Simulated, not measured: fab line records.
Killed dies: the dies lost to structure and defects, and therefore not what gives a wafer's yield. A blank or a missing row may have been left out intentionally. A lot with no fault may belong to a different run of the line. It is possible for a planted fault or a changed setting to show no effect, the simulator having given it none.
fab line records	flow sky130
record lots=13	wafers=37	last_day=51
route steps=708 shown LI_CONTACT@374 LOCAL_INTERCONNECT@398 CONTACT@408 PAD_OPEN@708
lots that met no fault: from a run of the same line without faults
start_h: hours from the record's opening day to when the first of the lot's shown wafers began	wait_h: how many hours have passed since the lot's step before this one	" the same as in the row above	L1.1+2: several wafers, shown together as one row	- value missing, or start not given	* or withheld: withheld	< > ~ a bound
route shown NAME@n: names a module that has steps shown in the file, with the first one's number in the route	usual: mean/standard deviation of fault-free wafers	same: alike in all rows	chamber/n: place in a boat	sites: readings site by site	_std_site: how widely they spread, as a standard deviation	_edge_site: outer sites' mean less inner sites'	radius_mm: how far each site lies from the wafer's centre	mask NAME#n: copy n	behind: tool/chamber where the wafer was last shaped	hold: why the lot went on hold/how many hours it stayed there/how the hold came to an end	device: the n, p or np transistor that did not switch	end of line: at the end of the route, the tests of the same wafers	where a step has no rows: the recipe by itself	killed: dies lost to structure and defects at the first sort, not the wafer's yield	map: the dies of a wafer, with x for killed, . for not killed, _ for no die there
set.NAME: the setting as run; set.NAME@STEP: as run at that earlier step	model.NAME: the simulator's own value behind a step, which no gauge read
a sample of lots followed through the steps of the route, with each step as a table and each wafer as a row
services: when a tool's chamber went out of use (start_h, in hours from the record's first day, below 0 if earlier), for how many hours, and the reason
## steps
# step SKY_LI_CONTACT_CD_MEAS_12
# recipe target_cd_nm=170
# usual cd_nm=169.9/1.2
lot.wafer	tool	chamber	start_h	wait_h	cd_nm
L680.3	cd_sem-01	-	675.68	-	169.3
L680.4	"	-	"	"	170.6
L680.6	"	-	"	"	170.8
L681.1	cd_sem-02	-	680.69	-	170.8
L681.4	"	-	"	"	170.4
L681.5	"	-	"	"	170.2
L682.1	cd_sem-01	-	687.05	-	168.8
L682.3	"	-	"	"	170.1
L682.5	"	-	"	"	167.5
L683.1	cd_sem-01	-	699.60	-	170.0
L683.2	"	-	"	"	168.7
L683.5	"	-	"	"	169.7
L684.1	cd_sem-01	-	707.08	-	169.2
L684.3	"	-	"	"	170.1
L684.5	"	-	"	"	169.7
L685.1	cd_sem-02	-	716.55	-	168.0
L685.3	"	-	"	"	169.9
L685.4	"	-	"	"	169.8
L686.2	cd_sem-01	-	723.92	-	170.2
L686.3	"	-	"	"	172.0
L686.4	"	-	"	"	173.0
L692.3	cd_sem-01	-	773.87	-	169.7
L692.4	"	-	"	"	169.0
L693.3	cd_sem-01	-	782.14	-	170.8
L693.4	"	-	"	"	170.4
L696.1	cd_sem-01	-	794.55	-	171.6
L696.2	"	-	"	"	170.6
L696.4	"	-	"	"	171.8
L700.1	cd_sem-02	-	826.24	-	171.2
L700.3	"	-	"	"	170.9
L700.6	"	-	"	"	169.1
L702.2	cd_sem-01	-	843.61	-	167.8
L702.4	"	-	"	"	170.6
L702.5	"	-	"	"	169.9
L703.1	cd_sem-02	-	880.24	-	167.7
L703.3	"	-	"	"	169.6
L703.6	"	-	"	"	169.3
# step SKY_LOCAL_INTERCONNECT_CD_MEAS_11
# recipe target_cd_nm=170
# usual cd_nm=170.1/1.3
lot.wafer	tool	chamber	start_h	wait_h	cd_nm
L680.3	cd_sem-02	-	705.53	-	169.5
L680.4	"	-	"	"	169.4
L680.6	"	-	"	"	170.0
L681.1	cd_sem-02	-	710.05	-	171.2
L681.4	"	-	"	"	171.3
L681.5	"	-	"	"	171.8
L682.1	cd_sem-01	-	715.70	-	167.0
L682.3	"	-	"	"	167.4
L682.5	"	-	"	"	168.3
L683.1	cd_sem-02	-	728.09	-	170.7
L683.2	"	-	"	"	168.6
L683.5	"	-	"	"	171.2
L684.1	cd_sem-02	-	735.60	-	168.9
L684.3	"	-	"	"	168.9
L684.5	"	-	"	"	167.1
L685.1	cd_sem-01	-	745.85	-	170.5
L685.3	"	-	"	"	171.2
L685.4	"	-	"	"	171.7
L686.2	cd_sem-01	-	753.38	-	173.8
L686.3	"	-	"	"	172.9
L686.4	"	-	"	"	171.8
L692.3	cd_sem-01	-	800.94	-	170.7
L692.4	"	-	"	"	169.4
L693.3	cd_sem-01	-	809.44	-	169.9
L693.4	"	-	"	"	170.8
L696.1	cd_sem-01	-	822.00	-	169.8
L696.2	"	-	"	"	169.5
L696.4	"	-	"	"	168.4
L700.1	cd_sem-02	-	854.40	-	170.7
L700.3	"	-	"	"	170.9
L700.6	"	-	"	"	170.4
L702.2	cd_sem-02	-	871.56	-	168.9
L702.4	"	-	"	"	168.4
L702.5	"	-	"	"	167.3
L703.1	cd_sem-02	-	906.50	-	172.7
L703.3	"	-	"	"	173.3
L703.6	"	-	"	"	173.2
# step SKY_CONTACT_HDPCVD_02
# recipe material=SiO2	target_thk_nm=565	sigma_open_frac=0.3	time_s=94.2	temp_c=600	sih4_flow_sccm=60	pressure_mtorr=6
lot.wafer	tool	chamber	start_h	wait_h
L680.3+4+6	hdpcvd-01	1,2,1	706.70	0.0
L681.1+4+5	hdpcvd-01	0,1,0	711.05	0.1
L682.1+3+5	hdpcvd-02	0,1,0	716.66	0.1
L683.1+2+5	hdpcvd-01	0,1,2	729.05	0.1
L684.1+3+5	hdpcvd-02	2,0,0	736.62	0.1
L685.1+3+4	hdpcvd-02	1,0,2	746.85	0.1
L686.2+3+4	hdpcvd-02	0,1,0	754.31	0.0
L692.3+4	hdpcvd-02	1,2	801.85	0.0
L693.3+4	hdpcvd-02	1,0	810.36	0.0
L696.1+2+4	hdpcvd-02	2,1,2	822.95	0.1
L700.1+3+6	hdpcvd-01	0,1,1	855.35	0.1
L702.2+4+5	hdpcvd-01	1,0,2	872.53	0.0
L703.1+3+6	hdpcvd-01	0,2,2	907.66	0.1
# step SKY_CONTACT_THK_MEAS_03
# recipe reads=SiO2_of_CONTACT_HDPCVD_02
# usual CONTACT_HDPCVD_THK=565/8.6
lot.wafer	tool	chamber	start_h	wait_h	CONTACT_HDPCVD_THK[nm]
L680.3	film_metro-02	-	706.79	0.1	571
L680.4	"	-	"	"	563
L680.6	"	-	"	"	573
L681.1	film_metro-02	-	711.12	0.0	569
L681.4	"	-	"	"	574
L681.5	"	-	"	"	572
L682.1	film_metro-04	-	716.73	0.0	559
L682.3	"	-	"	"	566
L682.5	"	-	"	"	560
L683.1	film_metro-02	-	729.12	0.0	572
L683.2	"	-	"	"	564
L683.5	"	-	"	"	566
L684.1	film_metro-04	-	736.69	0.0	558
L684.3	"	-	"	"	557
L684.5	"	-	"	"	557
L685.1	film_metro-04	-	746.92	0.0	554
L685.3	"	-	"	"	561
L685.4	"	-	"	"	557
L686.2	film_metro-04	-	754.39	0.0	560
L686.3	"	-	"	"	554
L686.4	"	-	"	"	556
L692.3	film_metro-04	-	801.94	0.1	554
L692.4	"	-	"	"	771
L693.3	film_metro-04	-	810.45	0.1	551
L693.4	"	-	"	"	761
L696.1	film_metro-04	-	823.02	0.0	569
L696.2	"	-	"	"	551
L696.4	"	-	"	"	774
L700.1	film_metro-02	-	855.42	0.0	568
L700.3	"	-	"	"	566
L700.6	"	-	"	"	571
L702.2	film_metro-04	-	872.61	0.0	578
L702.4	"	-	"	"	575
L702.5	"	-	"	"	575
L703.1	film_metro-04	-	907.73	0.0	578
L703.3	"	-	"	"	574
L703.6	"	-	"	"	579
# step SKY_CONTACT_CMP_04
# recipe material=SiO2	down_force_psi=4	platen_rpm=60	pad_velocity_m_s=0.94248
# usual motor_current_A=11.8/0.84	time_to_endpoint_s=86/5.4
lot.wafer	tool	chamber	start_h	wait_h	motor_current_A	time_to_endpoint_s
L680.4	cmp-02	0	706.83	0.0	11.0	88
L680.3	"	2	"	"	11.6	90
L680.6	"	0	"	"	10.7	94
L681.4	cmp-02	0	711.18	0.0	10.8	94
L681.1	"	3	"	"	12.0	91
L681.5	"	1	"	"	11.7	84
L682.1	cmp-02	2	716.84	0.1	12.2	87
L682.3	"	0	"	"	10.8	91
L682.5	"	1	"	"	11.4	84
L683.1	cmp-02	3	729.23	0.1	11.8	91
L683.2	"	1	"	"	11.7	78
L683.5	"	2	"	"	13.0	89
L684.1	cmp-02	3	736.85	0.1	12.0	88
L684.3	"	0	"	"	10.4	90
L684.5	"	2	"	"	12.7	87
L685.4	cmp-01	1	747.38	0.4	13.1	89
L685.1	"	3	"	"	11.5	80
L685.3	"	0	"	"	12.6	81
L686.3	cmp-02	2	754.44	0.0	12.2	83
L686.4	"	0	"	"	10.9	88
L686.2	"	1	"	"	11.6	78
L692.4	cmp-02	1	802.03	0.1	11.7	153
L692.3	"	3	"	"	11.9	84
L693.4	cmp-02	2	810.54	0.1	12.0	159
L693.3	"	3	"	"	11.4	78
L696.2	cmp-01	3	823.13	0.1	10.8	75
L696.4	"	0	"	"	11.8	160
L696.1	"	1	"	"	13.5	90
L700.3	cmp-01	2	855.53	0.1	12.5	82
L700.1	"	3	"	"	11.0	86
L700.6	"	1	"	"	13.4	94
L702.2	cmp-02	0	872.66	0.0	10.7	93
L702.4	"	3	"	"	12.0	97
L702.5	"	1	"	"	12.0	87
L703.3	cmp-01	0	907.79	0.0	11.2	92
L703.1	"	3	"	"	10.6	91
L703.6	"	0	"	"	11.7	92
# step SKY_CONTACT_CD_MEAS_14
# recipe target_cd_nm=170
# usual cd_nm=170.2/1.1
lot.wafer	tool	chamber	start_h	wait_h	cd_nm
L680.3	cd_sem-02	-	734.43	-	170.8
L680.4	"	-	"	"	170.8
L680.6	"	-	"	"	172.1
L681.1	cd_sem-02	-	738.33	-	168.9
L681.4	"	-	"	"	170.7
L681.5	"	-	"	"	170.1
L682.1	cd_sem-01	-	745.54	-	169.2
L682.3	"	-	"	"	169.1
L682.5	"	-	"	"	168.3
L683.1	cd_sem-01	-	755.49	-	171.2
L683.2	"	-	"	"	171.2
L683.5	"	-	"	"	171.6
L684.1	cd_sem-01	-	765.08	-	169.1
L684.3	"	-	"	"	169.4
L684.5	"	-	"	"	170.3
L685.1	cd_sem-01	-	775.15	-	168.2
L685.3	"	-	"	"	171.1
L685.4	"	-	"	"	169.9
L686.2	cd_sem-01	-	781.20	-	169.8
L686.3	"	-	"	"	170.4
L686.4	"	-	"	"	170.0
L692.3	cd_sem-01	-	828.83	-	171.0
L692.4	"	-	"	"	168.8
L693.3	cd_sem-01	-	836.58	-	170.8
L693.4	"	-	"	"	169.9
L696.1	cd_sem-02	-	848.94	-	170.8
L696.2	"	-	"	"	170.7
L696.4	"	-	"	"	171.1
L700.1	cd_sem-01	-	881.59	-	170.7
L700.3	"	-	"	"	171.7
L700.6	"	-	"	"	170.3
L702.2	cd_sem-02	-	898.27	-	170.2
L702.4	"	-	"	"	170.8
L702.5	"	-	"	"	171.0
L703.1	cd_sem-02	-	932.94	-	168.9
L703.3	"	-	"	"	169.5
L703.6	"	-	"	"	168.5
# step SKY_PAD_OPEN_PROBE_99
# usual killed_at_M0_to_M3=43/6.5	killed_at_M4_up=3.1/1.8	killed_at_contacts=24/5.6	killed_at_front_end=15/4.2	killed_at_other=0.3/0.5	killed_dies=86/8.9	killed_open=47/6.9	killed_short=39/5.9
# same gross_dies=492	killed_at_back_side=0
lot.wafer	tool	chamber	start_h	wait_h	killed_at_M0_to_M3	killed_at_M4_up	killed_at_contacts	killed_at_front_end	killed_at_other	killed_dies	killed_open	killed_short
L680.3	prober-01	-	1073.62	0.2	45	3	17	17	0	82	46	36
L680.4	prober-01	-	1073.67	0.2	50	4	23	14	0	91	40	51
L680.6	prober-01	-	1073.77	0.2	50	2	29	15	0	96	52	44
L681.1	prober-02	-	1076.89	0.1	39	5	22	16	0	82	45	37
L681.4	prober-02	-	1077.04	0.2	29	3	17	15	0	64	34	30
L681.5	prober-02	-	1077.09	0.2	49	4	19	18	1	91	54	37
L682.1	prober-01	-	1082.85	0.1	52	2	22	10	0	86	48	38
L682.3	prober-01	-	1082.95	0.2	42	3	26	15	0	86	46	39
L682.5	prober-01	-	1083.05	0.2	49	4	10	15	1	79	32	46
L683.1	prober-02	-	1091.57	0.1	50	4	23	16	0	93	51	42
L683.2	prober-02	-	1091.62	0.1	43	3	19	19	1	85	50	35
L683.5	prober-02	-	1091.77	0.2	49	2	20	13	2	86	44	42
L684.1	prober-01	-	1096.98	0.1	39	4	27	11	0	81	42	39
L684.3	prober-01	-	1097.08	0.2	43	4	25	21	0	93	50	43
L684.5	prober-01	-	1097.18	0.2	34	1	24	17	0	76	32	44
L685.1	prober-01	-	1104.72	0.1	38	6	20	13	0	77	43	34
L685.3	prober-01	-	1104.82	0.2	39	1	20	11	0	71	31	40
L685.4	prober-01	-	1104.87	0.2	37	7	29	12	0	85	39	46
L686.2	prober-02	-	1109.98	0.1	42	3	21	9	0	75	45	30
L686.3	prober-02	-	1110.03	0.2	40	3	17	19	0	79	37	42
L686.4	prober-02	-	1110.08	0.2	52	2	20	7	0	81	42	39
L692.3	prober-02	-	1145.38	0.2	47	3	30	14	0	94	57	37
L692.4	prober-02	-	1145.43	0.2	54	0	24	17	1	96	64	32
L693.3	prober-01	-	1148.48	0.2	48	2	16	17	0	83	46	37
L693.4	prober-01	-	1148.53	0.2	38	2	33	16	0	89	49	40
L696.1	prober-02	-	1157.97	0.1	45	2	21	17	0	85	44	41
L696.2	prober-02	-	1158.02	0.1	45	2	21	21	1	90	49	41
L696.4	prober-02	-	1158.12	0.2	34	2	27	19	0	82	45	37
L700.1	prober-02	-	1180.46	0.1	50	2	28	7	0	87	45	42
L700.3	prober-02	-	1180.56	0.2	51	2	26	13	0	92	52	40
L700.6	prober-02	-	1180.71	0.2	39	4	22	14	0	79	47	32
L702.2	prober-02	-	1190.46	0.1	57	3	30	9	1	100	57	43
L702.4	prober-02	-	1190.56	0.2	40	1	26	14	0	81	50	31
L702.5	prober-02	-	1190.61	0.2	43	1	25	16	0	85	49	36
L703.1	prober-02	-	1212.03	0.1	47	0	37	21	0	105	50	55
L703.3	prober-02	-	1212.13	0.2	34	7	40	10	0	91	42	49
L703.6	prober-02	-	1212.28	0.2	56	4	28	13	0	101	59	42
# killed by level:class
L680.3 VIA1:geometric_particle:open=12 METAL1:geometric_particle:short=10 FIELD_ISO:geometric_particle:open=7 CONTACT:geometric_particle:open=7 POLY_GATE:geometric_particle:open=5 METAL2:geometric_particle:short=5 VIA2:geometric_particle:open=5 CONTACT:geometric_particle:short=4
L680.4 METAL1:geometric_particle:short=14 VIA1:geometric_particle:open=8 LI_CONTACT:geometric_particle:open=7 VIA3:geometric_particle:open=7 CONTACT:geometric_particle:open=6 FIELD_ISO:geometric_particle:short=5 CONTACT:geometric_particle:short=5 METAL2:geometric_particle:short=5
L680.6 METAL2:geometric_particle:short=10 VIA3:geometric_particle:open=9 LI_CONTACT:geometric_particle:open=8 VIA2:geometric_particle:open=7 CONTACT:geometric_particle:open=7 VIA1:geometric_particle:open=7 CONTACT:geometric_particle:short=6 LOCAL_INTERCONNECT:geometric_particle:short=6
L681.1 VIA1:geometric_particle:open=11 CONTACT:geometric_particle:open=10 CONTACT:geometric_particle:short=6 VIA3:geometric_particle:open=5 FIELD_ISO:geometric_particle:open=4 FIELD_ISO:geometric_particle:short=4 METAL2:geometric_particle:short=4 VIA2:geometric_particle:short=4
L681.4 LI_CONTACT:geometric_particle:open=9 FIELD_ISO:geometric_particle:short=6 VIA1:geometric_particle:open=6 CONTACT:geometric_particle:open=4 VIA2:geometric_particle:open=4 METAL2:geometric_particle:short=4 POLY_GATE:geometric_particle:open=3 SPACER:geometric_particle:short=3
L681.5 VIA3:geometric_particle:open=10 VIA1:geometric_particle:open=9 METAL2:geometric_particle:short=7 VIA2:geometric_particle:open=7 CONTACT:geometric_particle:open=6 POLY_GATE:geometric_particle:open=5 FIELD_ISO:geometric_particle:short=4 LI_CONTACT:geometric_particle:open=4
L682.1 VIA1:geometric_particle:open=15 VIA3:geometric_particle:open=8 VIA1:geometric_particle:short=7 LI_CONTACT:geometric_particle:open=7 VIA2:geometric_particle:open=7 CONTACT:geometric_particle:short=5 CONTACT:geometric_particle:open=5 METAL2:geometric_particle:short=5
L682.3 VIA1:geometric_particle:open=12 LI_CONTACT:geometric_particle:open=9 CONTACT:geometric_particle:open=8 METAL1:geometric_particle:short=7 FIELD_ISO:geometric_particle:open=5 CONTACT:geometric_particle:short=5 VIA1:geometric_particle:short=5 METAL2:geometric_particle:short=5
L682.5 VIA1:geometric_particle:open=11 METAL2:geometric_particle:short=9 VIA3:geometric_particle:open=7 METAL1:geometric_particle:short=6 POLY_GATE:geometric_particle:short=5 CONTACT:geometric_particle:short=5 VIA1:geometric_particle:short=5 VIA2:geometric_particle:open=5
L683.1 VIA3:geometric_particle:open=9 METAL2:geometric_particle:short=9 LI_CONTACT:geometric_particle:open=8 VIA1:geometric_particle:open=8 CONTACT:geometric_particle:open=7 METAL1:geometric_particle:open=6 FIELD_ISO:geometric_particle:short=5 POLY_GATE:geometric_particle:short=4
L683.2 VIA1:geometric_particle:open=9 VIA3:geometric_particle:open=9 LI_CONTACT:geometric_particle:open=7 FIELD_ISO:geometric_particle:open=6 CONTACT:geometric_particle:open=5 METAL1:geometric_particle:short=5 METAL2:geometric_particle:short=5 VIA2:geometric_particle:open=5
L683.5 VIA1:geometric_particle:short=8 METAL2:geometric_particle:short=8 VIA3:geometric_particle:open=8 VIA1:geometric_particle:open=6 CONTACT:geometric_particle:open=6 CONTACT:geometric_particle:short=5 VIA2:geometric_particle:open=5 FIELD_ISO:geometric_particle:open=3
L684.1 CONTACT:geometric_particle:open=12 VIA1:geometric_particle:open=9 METAL1:geometric_particle:short=8 VIA3:geometric_particle:open=7 CONTACT:geometric_particle:short=5 LI_CONTACT:geometric_particle:short=4 LOCAL_INTERCONNECT:geometric_particle:short=4 VIA1:geometric_particle:short=4
L684.3 VIA1:geometric_particle:open=12 CONTACT:geometric_particle:open=10 LI_CONTACT:geometric_particle:open=7 METAL2:geometric_particle:short=7 POLY_GATE:geometric_particle:open=6 VIA3:geometric_particle:open=6 FIELD_ISO:geometric_particle:short=5 FIELD_ISO:geometric_particle:open=4
L684.5 CONTACT:geometric_particle:open=7 CONTACT:geometric_particle:short=7 METAL2:geometric_particle:short=7 VIA1:geometric_particle:open=6 VIA3:geometric_particle:open=6 LOCAL_INTERCONNECT:geometric_particle:short=5 POLY_GATE:geometric_particle:short=4 METAL1:geometric_particle:short=4
L685.1 VIA2:geometric_particle:open=7 CONTACT:geometric_particle:short=7 VIA3:geometric_particle:open=5 CONTACT:geometric_particle:open=5 METAL1:geometric_particle:short=5 VIA1:geometric_particle:open=5 FIELD_ISO:geometric_particle:open=4 POLY_GATE:geometric_particle:open=4
L685.3 VIA1:geometric_particle:open=9 METAL2:geometric_particle:short=9 CONTACT:geometric_particle:open=7 VIA1:geometric_particle:short=6 LI_CONTACT:geometric_particle:open=4 POLY_GATE:geometric_particle:short=4 LOCAL_INTERCONNECT:geometric_particle:short=4 CONTACT:geometric_particle:short=4
L685.4 LI_CONTACT:geometric_particle:open=9 LOCAL_INTERCONNECT:geometric_particle:short=8 METAL1:geometric_particle:short=7 VIA1:geometric_particle:open=7 CONTACT:geometric_particle:open=6 VIA2:geometric_particle:open=6 VIA1:geometric_particle:short=5 SPACER:geometric_particle:short=4
L686.2 VIA1:geometric_particle:open=15 CONTACT:geometric_particle:open=11 LI_CONTACT:geometric_particle:open=6 FIELD_ISO:geometric_particle:short=5 VIA1:geometric_particle:short=5 VIA2:geometric_particle:short=5 METAL3:geometric_particle:short=4 VIA3:geometric_particle:open=3
L686.3 VIA1:geometric_particle:short=9 VIA1:geometric_particle:open=6 FIELD_ISO:geometric_particle:short=5 FIELD_ISO:geometric_particle:open=4 LI_CONTACT:geometric_particle:short=4 LI_CONTACT:geometric_particle:open=4 CONTACT:geometric_particle:open=4 VIA3:geometric_particle:open=4
L686.4 VIA1:geometric_particle:open=10 CONTACT:geometric_particle:open=9 VIA2:geometric_particle:open=9 METAL2:geometric_particle:short=8 METAL1:geometric_particle:short=7 LI_CONTACT:geometric_particle:open=6 VIA1:geometric_particle:short=5 VIA3:geometric_particle:short=4
L692.3 VIA1:geometric_particle:open=13 LI_CONTACT:geometric_particle:open=10 CONTACT:geometric_particle:open=7 VIA3:geometric_particle:open=6 VIA2:geometric_particle:open=5 FIELD_ISO:geometric_particle:open=4 CONTACT:geometric_particle:short=4 LOCAL_INTERCONNECT:geometric_particle:open=4
L692.4 VIA1:geometric_particle:open=17 VIA2:geometric_particle:open=10 CONTACT:geometric_particle:open=8 LI_CONTACT:geometric_particle:open=8 FIELD_ISO:geometric_particle:open=7 METAL2:geometric_particle:short=6 VIA3:geometric_particle:open=6 METAL1:geometric_particle:short=5
L693.3 VIA1:geometric_particle:open=9 METAL2:geometric_particle:short=8 VIA3:geometric_particle:open=7 VIA2:geometric_particle:open=7 FIELD_ISO:geometric_particle:open=6 VIA1:geometric_particle:short=5 LI_CONTACT:geometric_particle:open=4 CONTACT:geometric_particle:open=4
L693.4 CONTACT:geometric_particle:open=11 LI_CONTACT:geometric_particle:open=9 LOCAL_INTERCONNECT:geometric_particle:short=9 VIA1:geometric_particle:open=7 VIA2:geometric_particle:open=7 VIA3:geometric_particle:short=6 FIELD_ISO:geometric_particle:short=4 POLY_GATE:geometric_particle:open=4
L696.1 CONTACT:geometric_particle:open=8 VIA1:geometric_particle:open=7 VIA2:geometric_particle:open=6 METAL2:geometric_particle:short=6 FIELD_ISO:geometric_particle:open=5 VIA1:geometric_particle:short=5 METAL1:geometric_particle:short=5 VIA3:geometric_particle:open=5
L696.2 CONTACT:geometric_particle:open=13 VIA3:geometric_particle:open=12 FIELD_ISO:geometric_particle:short=8 VIA1:geometric_particle:open=8 POLY_GATE:geometric_particle:short=5 METAL2:geometric_particle:short=5 VIA1:geometric_particle:short=4 FIELD_ISO:geometric_particle:open=3
L696.4 LI_CONTACT:geometric_particle:open=8 POLY_GATE:geometric_particle:open=7 CONTACT:geometric_particle:open=7 VIA1:geometric_particle:open=7 CONTACT:geometric_particle:short=6 FIELD_ISO:geometric_particle:short=4 VIA2:geometric_particle:short=4 METAL1:geometric_particle:short=4
L700.1 METAL2:geometric_particle:short=11 VIA3:geometric_particle:open=11 CONTACT:geometric_particle:open=10 VIA1:geometric_particle:open=10 LI_CONTACT:geometric_particle:open=8 FIELD_ISO:geometric_particle:short=4 LOCAL_INTERCONNECT:geometric_particle:short=4 VIA1:geometric_particle:short=4
L700.3 CONTACT:geometric_particle:open=9 VIA2:geometric_particle:open=9 METAL2:geometric_particle:short=8 METAL1:geometric_particle:short=8 VIA1:geometric_particle:open=8 LI_CONTACT:geometric_particle:open=7 LOCAL_INTERCONNECT:geometric_particle:short=5 VIA3:geometric_particle:open=5
L700.6 LI_CONTACT:geometric_particle:open=9 VIA1:geometric_particle:open=8 VIA2:geometric_particle:open=8 CONTACT:geometric_particle:open=6 VIA1:geometric_particle:short=5 VIA3:geometric_particle:open=5 POLY_GATE:geometric_particle:open=4 VIA3:geometric_particle:short=4
L702.2 VIA1:geometric_particle:open=15 CONTACT:geometric_particle:open=9 LI_CONTACT:geometric_particle:open=7 VIA1:geometric_particle:short=7 METAL2:geometric_particle:short=6 VIA2:geometric_particle:open=6 VIA3:geometric_particle:open=6 VIA3:geometric_particle:short=6
L702.4 CONTACT:geometric_particle:open=9 VIA1:geometric_particle:open=9 VIA3:geometric_particle:open=8 FIELD_ISO:geometric_particle:open=6 LI_CONTACT:geometric_particle:open=5 METAL2:geometric_particle:short=5 CONTACT:geometric_particle:short=5 METAL1:geometric_particle:short=4
L702.5 VIA1:geometric_particle:open=10 CONTACT:geometric_particle:open=9 LI_CONTACT:geometric_particle:open=8 VIA3:geometric_particle:open=8 VIA2:geometric_particle:open=6 CONTACT:geometric_particle:short=5 VIA2:geometric_particle:short=5 METAL2:geometric_particle:short=4
L703.1 CONTACT:geometric_particle:open=14 CONTACT:geometric_particle:short=13 METAL1:geometric_particle:short=10 POLY_GATE:geometric_particle:short=7 VIA2:geometric_particle:open=7 METAL2:geometric_particle:short=5 FIELD_ISO:geometric_particle:open=4 LOCAL_INTERCONNECT:geometric_particle:open=4
L703.3 CONTACT:geometric_particle:open=12 CONTACT:geometric_particle:short=12 LI_CONTACT:geometric_particle:open=9 VIA1:geometric_particle:open=7 METAL4:geometric_particle:short=6 METAL1:geometric_particle:short=5 METAL2:geometric_particle:short=5 LOCAL_INTERCONNECT:geometric_particle:short=4
L703.6 VIA1:geometric_particle:open=12 LI_CONTACT:geometric_particle:open=10 CONTACT:geometric_particle:open=10 VIA3:geometric_particle:open=9 VIA2:geometric_particle:open=9 METAL2:geometric_particle:short=6 POLY_GATE:geometric_particle:open=6 METAL3:geometric_particle:short=5
## services
tool	chamber	start_h	hours	kind
cmp-02	-	688.07	0.6	repair
cmp-02	-	689.87	8.6	pm
hdpcvd-02	-	700.82	6.1	repair
cmp-02	-	701.02	0.5	repair
cmp-01	-	720.44	3.4	pm
cmp-02	-	744.11	4.0	pm
hdpcvd-01	-	746.63	0.9	repair
cmp-02	-	748.11	-	consumable_replace:conditioner
cmp-02	-	748.11	-	consumable_replace:pad
hdpcvd-02	-	770.12	0.3	repair
cmp-02	-	770.27	2.5	repair
cmp-01	-	772.61	15.7	repair
hdpcvd-01	-	791.96	5.7	repair
hdpcvd-02	1	793.96	4.4	repair
cmp-01	-	824.60	0.7	repair
hdpcvd-02	-	872.14	0.9	repair
cmp-02	-	875.67	2.1	repair
## key
first_sign step=SKY_CONTACT_THK_MEAS_03	reading=CONTACT_HDPCVD_THK	direction=up	sigmas=24	usual=565	struck=769
effect step=SKY_CONTACT_CMP_04	reading=time_to_endpoint_s	direction=up	sigmas=13	usual=*	struck=*
met_at SKY_CONTACT_HDPCVD_02
struck_lots L692,L693,L696
struck_wafers L692.4,L693.4,L696.4
tester_left_out L692,L693,L696
not_acting_at SKY_LI_CONTACT_CD_MEAS_12,SKY_LOCAL_INTERCONNECT_CD_MEAS_11,SKY_CONTACT_CD_MEAS_14
onset_between 754.31 801.85
fault kind=process_parameter_drift	tool=hdpcvd-02	chamber=-	onset_h=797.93	steps=SKY_CONTACT_HDPCVD_02	channel=target_thk_nm	offset=202.56	shape=step	end_h=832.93	scope=struck_wafers_only	acts_in=these_recipes_only	stated=565
# tester_left_out: of these lots the tester's yield and bins aren't shown, on N5 and GAA mostly nor the transistor test; their killed dies are dies lost to structure and defects alone, not to doping, threshold or leakage, so they don't give the yield
